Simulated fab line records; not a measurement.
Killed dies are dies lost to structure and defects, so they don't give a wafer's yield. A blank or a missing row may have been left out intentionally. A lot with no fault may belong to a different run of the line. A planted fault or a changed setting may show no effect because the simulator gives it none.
fab line records + flow sky130
record
- lots=14
- wafers=42
- lastDay=50
route steps=708 shown CONTACT@422 METAL1@435
lots untouched by any fault: they come from a run of this same line in which no faults occurred
startH: hours from the record's first day to the start of the lot's first wafer shown + waitH: time in hours since the lot's previous step + " the same as in the row above + L1.1+2: a single row standing in for several wafers + - value missing, or start not given + * or withheld: withheld + < > ~ a bound
route shown NAME@n: a module of which the file shows steps, and the number in the route of the first + usual: mean/standard deviation taken from wafers without a fault + same: alike in all rows + chamber/n: place in a boat + sites: each site's reading + _std_site: their standard deviation + _edge_site: outer sites' mean less inner sites' + radiusMm: for every site, how far away it sits from the centre of the wafer + mask NAME#n: copy n + behind: the most recent tool/chamber to have shaped the wafer + hold: cause of the lot's hold/its duration in hours/its outcome + device: transistor that didn't switch, given as n, p or np + end of line: tests run on the same wafers once the route is complete + a step with no rows: only its recipe + killed: dies lost to structure and defects at the first sort, not the wafer's yield + map: the dies of a wafer, with x for killed, . for not killed, _ for no die there
set.NAME: the setting the step ran with; set.NAME@STEP: the setting that earlier step ran with + model.NAME: the simulator's own value behind a step, which no gauge read
steps of the route over a sample of lots; a table a step, a row a wafer
services: from which hour (startH, from the record's first day; less than 0 if before it) a tool's chamber was out of use, for how many hours, and why
## steps
# step SKY_CONTACT_ETCH_16
# recipe
- chemistry=N2/H2
- target=BARC
- ionEnergyEv=200
- sourceW=500
- biasW=100
- pressureMtorr=30
- n2FlowSccm=100
- h2FlowSccm=200
- stopOn=SiO2
- timeS=45.9
- targetDepthA=600
# usual
- drypumpMotorCurrentA=5.8/0.47
- h2FlowSccm=200.1/0.63
- oesProductAu=0.854/0.005
- throttleValvePct=13.225/0.009
# same
- timeS=45.9
| lot.wafer | tool       | chamber | startH | waitH | drypumpMotorCurrentA | h2FlowSccm | oesProductAu | rfHoursCounterH | throttleValvePct |
|-----------|------------|---------|--------|-------|----------------------|------------|--------------|-----------------|------------------|
| L502.4    | rieDiel-02 | 1       | 792.62 | 0.0   | 6.6                  | 199.5      | 0.857        | 7               | 13.239           |
| L502.5    | "          | 2       | "      | "     | 5.8                  | 200.8      | 0.856        | -               | 13.217           |
| L502.6    | "          | 3       | "      | "     | 6.1                  | 199.6      | 0.855        | -               | 13.232           |
| L503.4    | rieDiel-04 | 0       | 802.12 | 0.0   | 5.8                  | 200.0      | 0.856        | 14              | 13.217           |
| L503.5    | "          | 3       | "      | "     | 5.9                  | 200.4      | 0.852        | -               | 13.232           |
| L503.6    | "          | 2       | "      | "     | 5.9                  | 199.4      | 0.856        | -               | 13.224           |
| L504.1    | rieDiel-01 | 0       | 808.37 | 0.0   | 5.8                  | 200.9      | 0.862        | 8               | 13.211           |
| L504.2    | "          | 1       | "      | "     | 5.2                  | 200.2      | 0.854        | 11              | 13.232           |
| L504.3    | "          | 3       | "      | "     | 5.0                  | 200.0      | 0.860        | 18              | 13.232           |
| L505.3    | rieDiel-01 | 3       | 814.27 | 0.0   | 5.1                  | 199.9      | 0.857        | 18              | 13.219           |
| L505.5    | "          | 1       | "      | "     | 5.2                  | 200.3      | 0.857        | -               | 13.232           |
| L505.6    | "          | 2       | "      | "     | 5.3                  | 200.3      | 0.845        | -               | 13.239           |
| L506.1    | rieDiel-02 | 1       | 824.47 | 0.0   | 6.6                  | 200.2      | 0.846        | 7               | 13.217           |
| L506.2    | "          | 2       | "      | "     | 5.9                  | 199.8      | 0.859        | 3               | 13.228           |
| L506.5    | "          | 2       | "      | "     | 5.9                  | 200.2      | 0.850        | -               | 13.223           |
| L510.4    | rieDiel-01 | 1       | 852.74 | 0.0   | 5.2                  | 199.8      | 0.846        | 12              | 13.226           |
| L510.5    | "          | 2       | "      | "     | 5.3                  | 198.7      | 0.850        | -               | 13.204           |
| L510.6    | "          | 3       | "      | "     | 5.1                  | 199.6      | 0.858        | -               | 13.226           |
| L511.1    | rieDiel-04 | 3       | 868.69 | 0.0   | 5.8                  | 200.0      | 0.859        | 8               | 13.222           |
| L511.5    | "          | 1       | "      | "     | 5.1                  | 199.2      | 0.852        | -               | 13.230           |
| L511.6    | "          | 0       | "      | "     | 5.8                  | 199.4      | 0.851        | -               | 13.212           |
| L512.1    | rieDiel-02 | 3       | 873.33 | 0.0   | 6.2                  | 199.8      | 0.856        | 13              | 13.218           |
| L512.4    | "          | 2       | "      | "     | 5.9                  | 200.4      | 0.856        | 4               | 13.231           |
| L512.5    | "          | 1       | "      | "     | 6.6                  | 200.5      | 0.863        | -               | 13.225           |
| L514.1    | rieDiel-01 | 1       | 875.59 | 0.0   | 5.2                  | 200.8      | 0.845        | 13              | 13.247           |
| L514.4    | "          | 3       | "      | "     | 5.1                  | 200.5      | 0.852        | 20              | 13.235           |
| L514.6    | "          | 1       | "      | "     | 5.2                  | 200.8      | 0.846        | -               | 13.232           |
| L513.1    | rieDiel-01 | 1       | 879.12 | 0.0   | 5.2                  | 200.8      | 0.849        | 13              | 13.244           |
| L513.4    | "          | 3       | "      | "     | 5.1                  | 200.4      | 0.855        | -               | 13.234           |
| L513.5    | "          | 1       | "      | "     | 5.1                  | 200.9      | 0.858        | -               | 13.211           |
| L515.1    | rieDiel-02 | 1       | 884.37 | 0.0   | 6.6                  | 200.5      | 0.849        | 9               | 13.233           |
| L515.3    | "          | 3       | "      | "     | 6.1                  | 200.3      | 0.861        | 14              | 13.223           |
| L515.4    | "          | 0       | "      | "     | 6.3                  | 200.4      | 0.858        | 22              | 13.234           |
| L516.1    | rieDiel-02 | 2       | 900.97 | 0.0   | 5.9                  | 199.8      | 0.853        | 5               | 13.215           |
| L516.3    | "          | 0       | "      | "     | 6.2                  | 199.9      | 0.859        | 23              | 13.230           |
| L516.6    | "          | 1       | "      | "     | 6.6                  | 199.8      | 0.858        | -               | 13.230           |
| L517.1    | rieDiel-04 | 2       | 908.67 | 0.0   | 5.8                  | 199.7      | 0.859        | 5               | 13.238           |
| L517.2    | "          | 1       | "      | "     | 5.1                  | 199.1      | 0.851        | 20              | 13.233           |
| L517.3    | "          | 0       | "      | "     | 5.8                  | 200.5      | 0.850        | 17              | 13.234           |
| L518.3    | rieDiel-02 | 2       | 919.53 | 0.0   | 5.9                  | 200.7      | 0.847        | 5               | 13.235           |
| L518.4    | "          | 1       | "      | "     | 6.6                  | 200.1      | 0.852        | 10              | 13.199           |
| L518.6    | "          | 1       | "      | "     | 6.6                  | 200.9      | 0.858        | -               | 13.243           |
# step SKY_CONTACT_CMP_27
# recipe
- stopOn=SiO2
- tOverpolishS=15
- downForcePsi=3.5
- platenRpm=60
- targetThkNm=0
- padVelocityMS=0.94248
# usual
- motorCurrentA=11.3/1
- overpolishRunS=15.001/0.0088
- retainingRingPressureFrac=1.000/0.005
- timeToEndpointS=83/3.3
| lot.wafer | tool   | chamber | startH | waitH | motorCurrentA | overpolishRunS | retainingRingPressureFrac | timeToEndpointS |
|-----------|--------|---------|--------|-------|---------------|----------------|---------------------------|-----------------|
| L502.4    | cmp-02 | 1       | 793.91 | 0.1   | 12.6          | 15.010         | 0.996                     | 82              |
| L502.6    | "      | 1       | "      | "     | 13.1          | 14.991         | 1.010                     | 82              |
| L502.5    | "      | 2       | "      | "     | 12.7          | 15.012         | 0.994                     | 84              |
| L503.4    | cmp-02 | 2       | 803.20 | 0.0   | 12.5          | 14.998         | 1.005                     | 80              |
| L503.6    | "      | 2       | "      | "     | 12.4          | 14.990         | 1.005                     | 80              |
| L503.5    | "      | 3       | "      | "     | 11.7          | 14.994         | 0.999                     | 80              |
| L504.3    | cmp-02 | 3       | 809.45 | 0.0   | 10.8          | 15.004         | 1.000                     | 81              |
| L504.2    | "      | 0       | "      | "     | 8.9           | 14.990         | 1.000                     | 82              |
| L504.1    | "      | 2       | "      | "     | 12.6          | 15.025         | 0.999                     | 81              |
| L505.3    | cmp-01 | 1       | 815.46 | 0.1   | 11.8          | 14.998         | 1.000                     | 81              |
| L505.6    | "      | 3       | "      | "     | 11.4          | 14.995         | 1.004                     | 75              |
| L505.5    | "      | 0       | "      | "     | 10.9          | 14.991         | 1.004                     | 80              |
| L506.2    | cmp-02 | 3       | 825.55 | 0.0   | 12.0          | 15.001         | 1.000                     | 81              |
| L506.1    | "      | 0       | "      | "     | 9.5           | 14.999         | 0.996                     | 86              |
| L506.5    | "      | 3       | "      | "     | 10.5          | 14.995         | 1.005                     | 85              |
| L510.4    | cmp-02 | 3       | 853.95 | 0.1   | 11.0          | 14.995         | 1.000                     | 81              |
| L510.6    | "      | 1       | "      | "     | 13.4          | 14.997         | 1.001                     | 81              |
| L510.5    | "      | 2       | "      | "     | 12.5          | 15.003         | 0.994                     | 77              |
| L511.1    | cmp-01 | 2       | 869.82 | 0.1   | 10.9          | 14.998         | 0.995                     | 87              |
| L511.6    | "      | 2       | "      | "     | 10.9          | 14.989         | 0.998                     | 88              |
| L511.5    | "      | 3       | "      | "     | 11.3          | 15.008         | 1.005                     | 86              |
| L512.1    | cmp-02 | 1       | 874.45 | 0.1   | 13.2          | 14.997         | 1.002                     | 82              |
| L512.4    | "      | 3       | "      | "     | 11.3          | 15.000         | 0.995                     | 86              |
| L512.5    | "      | 1       | "      | "     | 13.0          | 15.006         | 0.996                     | 84              |
| L514.4    | cmp-02 | 3       | 876.67 | 0.0   | 11.8          | 14.994         | 0.994                     | 78              |
| L514.1    | "      | 0       | "      | "     | 9.2           | 14.996         | 0.998                     | 80              |
| L514.6    | "      | 3       | "      | "     | 11.3          | 14.990         | 1.005                     | 77              |
| L513.1    | cmp-01 | 0       | 880.25 | 0.1   | 10.9          | 15.008         | 1.003                     | 84              |
| L513.4    | "      | 2       | "      | "     | 10.4          | 15.003         | 1.009                     | 91              |
| L513.5    | "      | 3       | "      | "     | 11.4          | 14.996         | 0.995                     | 88              |
| L515.3    | cmp-01 | 3       | 885.50 | 0.1   | 11.5          | 15.006         | 0.996                     | 84              |
| L515.1    | "      | 0       | "      | "     | 10.7          | 14.994         | 0.996                     | 83              |
| L515.4    | "      | 1       | "      | "     | 11.0          | 15.002         | 0.998                     | 86              |
| L516.1    | cmp-01 | 0       | 902.14 | 0.1   | 10.9          | 14.996         | 0.995                     | 82              |
| L516.3    | "      | 3       | "      | "     | 11.2          | 15.007         | 0.997                     | 84              |
| L516.6    | "      | 1       | "      | "     | 11.2          | 15.013         | 0.994                     | 88              |
| L517.1    | cmp-02 | 3       | 910.50 | 0.4   | 11.2          | 15.001         | 1.000                     | 79              |
| L517.2    | "      | 1       | "      | "     | 13.0          | 15.000         | 0.999                     | 78              |
| L517.3    | "      | 2       | "      | "     | 12.4          | 14.993         | 1.000                     | 75              |
| L518.3    | cmp-01 | 2       | 920.69 | 0.0   | 10.9          | 14.994         | 0.990                     | 85              |
| L518.4    | "      | 0       | "      | "     | 11.0          | 14.986         | 1.005                     | 84              |
| L518.6    | "      | 2       | "      | "     | 10.6          | 14.999         | 0.994                     | 86              |
# step SKY_METAL1_SPUTTER_01
# recipe
- material=TiN
- targetThkNm=20
- powerW=6500
- timeS=16.7
- chamberPressurePa=0.4
# usual
- cathodeDcPowerW=6500.2/1.3
- chamberPressurePa=0.4001/0.00076
- throttleValvePct=30.4/0.53
- timeS=16.7/0
| lot.wafer | tool          | chamber | startH | waitH | cathodeDcPowerW | chamberPressurePa | throttleValvePct | timeS |
|-----------|---------------|---------|--------|-------|-----------------|-------------------|------------------|-------|
| L502.4    | pvdSputter-01 | -       | 794.23 | 0.0   | 6500.9          | 0.4003            | 30.6             | 16.7  |
| L502.5    | "             | -       | "      | "     | 6502.6          | 0.3998            | 29.7             | 16.7  |
| L502.6    | "             | -       | "      | "     | 6502.2          | 0.4009            | 30.8             | 16.7  |
| L503.4    | pvdSputter-03 | -       | 803.52 | 0.0   | 6499.7          | 0.4009            | 29.7             | 16.7  |
| L503.5    | "             | -       | "      | "     | 6496.4          | 0.4002            | 30.7             | 16.7  |
| L503.6    | "             | -       | "      | "     | 6500.3          | 0.4005            | 30.4             | 16.7  |
| L504.1    | pvdSputter-01 | -       | 809.77 | 0.0   | 6500.5          | 0.4011            | 30.7             | 16.7  |
| L504.2    | "             | -       | "      | "     | 6499.8          | 0.3990            | 30.8             | 16.7  |
| L504.3    | "             | -       | "      | "     | 6503.1          | 0.3997            | 30.0             | 16.7  |
| L505.3    | pvdSputter-01 | -       | 815.68 | 0.0   | -               | -                 | -                | -     |
| L505.5    | "             | -       | "      | "     | -               | -                 | -                | -     |
| L505.6    | "             | -       | "      | "     | -               | -                 | -                | -     |
| L506.1    | pvdSputter-03 | -       | 825.87 | 0.0   | -               | -                 | -                | -     |
| L506.2    | "             | -       | "      | "     | -               | -                 | -                | -     |
| L506.5    | "             | -       | "      | "     | -               | -                 | -                | -     |
| L510.4    | pvdSputter-01 | -       | 854.17 | 0.0   | 6501.0          | 0.4011            | 31.0             | 16.7  |
| L510.5    | "             | -       | "      | "     | 6500.1          | 0.4016            | 29.9             | 16.7  |
| L510.6    | "             | -       | "      | "     | 6500.9          | 0.4007            | 31.1             | 16.7  |
| L511.1    | pvdSputter-03 | -       | 870.15 | 0.0   | 6500.3          | 0.3998            | 30.1             | 16.7  |
| L511.5    | "             | -       | "      | "     | 6499.0          | 0.4003            | 30.1             | 16.7  |
| L511.6    | "             | -       | "      | "     | 6501.1          | 0.3998            | 30.3             | 16.7  |
| L512.1    | pvdSputter-04 | -       | 874.77 | 0.0   | 6500.7          | 0.3988            | 29.9             | 16.7  |
| L512.4    | "             | -       | "      | "     | 6500.9          | 0.3997            | 31.5             | 16.7  |
| L512.5    | "             | -       | "      | "     | 6500.1          | 0.3997            | 29.4             | 16.7  |
| L514.1    | pvdSputter-01 | -       | 876.99 | 0.0   | 6501.3          | 0.4003            | 30.0             | 16.7  |
| L514.4    | "             | -       | "      | "     | 6502.9          | 0.3996            | 30.8             | 16.7  |
| L514.6    | "             | -       | "      | "     | 6500.5          | 0.4004            | 30.6             | 16.7  |
| L513.1    | pvdSputter-01 | -       | 880.52 | 0.0   | 6499.7          | 0.4000            | 30.9             | 16.7  |
| L513.4    | "             | -       | "      | "     | 6498.3          | 0.3997            | 31.2             | 16.7  |
| L513.5    | "             | -       | "      | "     | 6499.3          | 0.4001            | 30.9             | 16.7  |
| L515.1    | pvdSputter-04 | -       | 885.77 | 0.0   | 6502.1          | 0.3994            | 31.7             | 16.7  |
| L515.3    | "             | -       | "      | "     | 6497.9          | 0.3991            | 30.2             | 16.7  |
| L515.4    | "             | -       | "      | "     | 6501.2          | 0.4014            | 29.3             | 16.7  |
| L516.1    | pvdSputter-01 | -       | 902.46 | 0.0   | 6499.6          | 0.4004            | 30.6             | 16.7  |
| L516.3    | "             | -       | "      | "     | 6498.5          | 0.4012            | 29.6             | 16.7  |
| L516.6    | "             | -       | "      | "     | 6499.3          | 0.3999            | 31.0             | 16.7  |
| L517.1    | pvdSputter-01 | -       | 910.82 | 0.0   | 6500.6          | 0.3986            | 30.1             | 16.7  |
| L517.2    | "             | -       | "      | "     | 6499.7          | 0.4008            | 31.0             | 16.7  |
| L517.3    | "             | -       | "      | "     | 6499.4          | 0.3998            | 30.8             | 16.7  |
| L518.3    | pvdSputter-03 | -       | 921.02 | 0.0   | 6500.3          | 0.4010            | 31.0             | 16.7  |
| L518.4    | "             | -       | "      | "     | 6499.0          | 0.4002            | 29.9             | 16.7  |
| L518.6    | "             | -       | "      | "     | 6499.8          | 0.4013            | 30.9             | 16.7  |
# step SKY_METAL1_SPUTTER_04
# recipe
- material=TiN
- targetThkNm=70
- powerW=6500
- timeS=58.3
- chamberPressurePa=0.4
# usual
- cathodeDcPowerW=6500.1/1.2
- chamberPressurePa=0.4000/0.00089
- throttleValvePct=30.3/0.51
# same
- timeS=58.3
| lot.wafer | tool          | chamber | startH | waitH | cathodeDcPowerW | chamberPressurePa | throttleValvePct |
|-----------|---------------|---------|--------|-------|-----------------|-------------------|------------------|
| L502.4    | pvdSputter-01 | -       | 794.30 | 0.0   | 6499.3          | 0.3995            | 30.7             |
| L502.5    | "             | -       | "      | "     | 6499.2          | 0.3997            | 29.9             |
| L502.6    | "             | -       | "      | "     | 6499.9          | 0.3992            | 31.0             |
| L503.4    | pvdSputter-03 | -       | 803.59 | 0.0   | 6496.1          | 0.4005            | 30.2             |
| L503.5    | "             | -       | "      | "     | 6501.1          | 0.3991            | 30.8             |
| L503.6    | "             | -       | "      | "     | 6502.2          | 0.4005            | 30.2             |
| L504.1    | pvdSputter-01 | -       | 809.84 | 0.0   | 6502.7          | 0.4003            | 30.8             |
| L504.2    | "             | -       | "      | "     | 6500.3          | 0.4002            | 31.0             |
| L504.3    | "             | -       | "      | "     | 6500.3          | 0.4001            | 30.2             |
| L505.3    | pvdSputter-01 | -       | 815.75 | 0.0   | 6500.5          | 0.4006            | 29.9             |
| L505.5    | "             | -       | "      | "     | 6499.9          | 0.3989            | 31.0             |
| L505.6    | "             | -       | "      | "     | 6501.5          | 0.3990            | 30.0             |
| L506.1    | pvdSputter-03 | -       | 825.94 | 0.0   | 6501.1          | 0.4000            | 30.2             |
| L506.2    | "             | -       | "      | "     | 6502.5          | 0.4018            | 29.7             |
| L506.5    | "             | -       | "      | "     | 6499.7          | 0.3989            | 30.1             |
| L510.4    | pvdSputter-01 | -       | 854.24 | 0.0   | 6500.5          | 0.4007            | 30.6             |
| L510.5    | "             | -       | "      | "     | 6500.5          | 0.3988            | 29.8             |
| L510.6    | "             | -       | "      | "     | 6499.5          | 0.3992            | 31.2             |
| L511.1    | pvdSputter-03 | -       | 870.22 | 0.0   | 6500.9          | 0.3999            | 30.2             |
| L511.5    | "             | -       | "      | "     | 6499.4          | 0.3981            | 30.3             |
| L511.6    | "             | -       | "      | "     | 6501.9          | 0.4000            | 30.1             |
| L512.1    | pvdSputter-04 | -       | 874.84 | 0.0   | 6501.3          | 0.3992            | 30.2             |
| L512.4    | "             | -       | "      | "     | 6499.7          | 0.4004            | 31.6             |
| L512.5    | "             | -       | "      | "     | 6501.1          | 0.4004            | 29.6             |
| L514.1    | pvdSputter-01 | -       | 877.06 | 0.0   | 6500.5          | 0.4006            | 29.9             |
| L514.4    | "             | -       | "      | "     | 6501.2          | 0.3990            | 30.8             |
| L514.6    | "             | -       | "      | "     | 6498.5          | 0.4000            | 30.4             |
| L513.1    | pvdSputter-01 | -       | 880.59 | 0.0   | 6500.7          | 0.3987            | 30.8             |
| L513.4    | "             | -       | "      | "     | 6499.6          | 0.4008            | 30.7             |
| L513.5    | "             | -       | "      | "     | 6501.3          | 0.3997            | 30.9             |
| L515.1    | pvdSputter-04 | -       | 885.84 | 0.0   | 6499.5          | 0.4008            | 31.4             |
| L515.3    | "             | -       | "      | "     | 6500.1          | 0.3990            | 30.2             |
| L515.4    | "             | -       | "      | "     | 6499.8          | 0.4003            | 29.4             |
| L516.1    | pvdSputter-01 | -       | 902.53 | 0.0   | 6499.9          | 0.3992            | 30.7             |
| L516.3    | "             | -       | "      | "     | 6500.8          | 0.3998            | 30.1             |
| L516.6    | "             | -       | "      | "     | 6501.1          | 0.4005            | 30.8             |
| L517.1    | pvdSputter-01 | -       | 910.89 | 0.0   | 6500.1          | 0.3996            | 29.9             |
| L517.2    | "             | -       | "      | "     | 6500.7          | 0.3977            | 30.5             |
| L517.3    | "             | -       | "      | "     | 6498.6          | 0.4024            | 30.8             |
| L518.3    | pvdSputter-03 | -       | 921.08 | 0.0   | 6500.1          | 0.3995            | 30.9             |
| L518.4    | "             | -       | "      | "     | 6500.1          | 0.4007            | 30.3             |
| L518.6    | "             | -       | "      | "     | 6501.6          | 0.4004            | 30.8             |
## services
| tool          | chamber | startH | hours | kind                          |
|---------------|---------|--------|-------|-------------------------------|
| pvdSputter-04 | -       | 770.27 | 6.0   | repair                        |
| cmp-01        | -       | 784.77 | 2.9   | repair                        |
| cmp-02        | -       | 787.81 | 5.6   | pm                            |
| pvdSputter-04 | -       | 791.63 | 6.7   | repair                        |
| rieDiel-01    | 1       | 793.97 | 5.2   | repair                        |
| cmp-01        | -       | 814.40 | 0.8   | repair                        |
| pvdSputter-03 | -       | 814.96 | 2.6   | repair                        |
| pvdSputter-04 | -       | 822.06 | 1.9   | repair                        |
| pvdSputter-04 | -       | 825.36 | 3.1   | repair                        |
| cmp-01        | -       | 826.95 | 4.8   | pm                            |
| rieDiel-02    | 0       | 836.78 | 28.9  | repair                        |
| cmp-02        | -       | 836.85 | 0.8   | repair                        |
| rieDiel-02    | -       | 842.66 | 2.6   | repair                        |
| cmp-02        | -       | 846.64 | 2.4   | repair                        |
| cmp-01        | -       | 848.47 | 1.1   | repair                        |
| pvdSputter-03 | -       | 858.00 | 2.0   | repair                        |
| rieDiel-01    | 2       | 879.06 | 41.8  | repair                        |
| cmp-01        | -       | 892.82 | 0.4   | repair                        |
| cmp-01        | -       | 907.14 | 7.5   | pm                            |
| cmp-02        | -       | 909.67 | 0.5   | repair                        |
| pvdSputter-03 | -       | 911.76 | 4.0   | repair                        |
| cmp-01        | -       | 914.69 | 4.0   | pm                            |
| rieDiel-01    | 3       | 918.33 | 4.6   | repair                        |
| cmp-01        | -       | 918.69 | -     | consumableReplace:conditioner |
## key
firstSign
- step=SKY_METAL1_SPUTTER_01
- reading=toolRecord
- direction=missing
effect none on later readings
metAt SKY_METAL1_SPUTTER_01
struckLots L505,L506
laterRowsLeftOut L505.3,L505.5,L505.6,L506.1,L506.2,L506.5
sortLeftOut L505.3,L505.5,L505.6,L506.1,L506.2,L506.5
notActingAt SKY_CONTACT_ETCH_16,SKY_CONTACT_CMP_27,SKY_METAL1_SPUTTER_04
onsetBetween 809.77 815.68
fault
- kind=skippedStepWhole
- tool=pvdSputter-01,pvdSputter-03
- chamber=-
- onsetH=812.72
- steps=SKY_METAL1_SPUTTER_01
- scope=struckLotsOnly
# sortLeftOut: the simulated sort isn't trusted on such a fault, so these wafers' sort isn't shown, and their yield isn't known
# laterRowsLeftOut: the simulator's readings of these wafers behind a module that went badly wrong aren't trusted and aren't shown, but for the sort
